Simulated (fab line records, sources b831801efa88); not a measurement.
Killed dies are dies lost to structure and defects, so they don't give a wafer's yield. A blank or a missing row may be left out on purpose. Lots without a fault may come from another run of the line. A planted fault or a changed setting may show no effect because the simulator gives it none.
Chamber matching | flow sky130 | SKY_FIELD_ISO_CMP_27 on cmp-02: 4 sister chambers
The step polishes, stops on Si3N4, t overpolish 16 s, target thk 457.8 nm. 4 wafers are shown with their chamber, then 8 later ones without.

WAFERS WITH THEIR CHAMBER
wafer  | chamber | motor_current_A (A)
L202.1 | 1       | 13.1
L202.2 | 0       | 11.0
L202.6 | 3       | 12.5
L203.2 | 2       | 11.4

WAFERS WITHOUT THEIR CHAMBER
wafer  | motor_current_A (A)
L203.3 | 11.5
L203.6 | 11.0
L205.1 | 10.9
L205.3 | 12.3
L205.6 | 11.5
L209.2 | 13.0
L209.3 | 11.4
L209.5 | 10.7

WHICH CHAMBER EACH WENT THROUGH
wafer  | from the rows above | in truth
L203.3 | 2                   | 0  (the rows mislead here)
L203.6 | 0                   | 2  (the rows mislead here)
L205.1 | 0                   | 0
L205.3 | 3                   | 3
L205.6 | 2                   | 2
L209.2 | 1                   | 1
L209.3 | 2                   | 2
L209.5 | 0                   | 0
Placed correctly: 6 of 8. Can't be placed from these rows: 0. Placed wrongly: 2.
How it was worked out, from the rows above alone: a wafer's distance from a chamber is the root of the sum, over the readings, of the square of ((its reading less the chamber's mean) divided by the reading's scatter). The wafer belongs to the nearest chamber; if the next one is less than 2 further off, it can't be placed. A chamber's mean is the mean of its shown wafers. The scatter: with one shown wafer a chamber, the root of the mean of the squares of how far each hidden wafer lies from its nearest shown one.
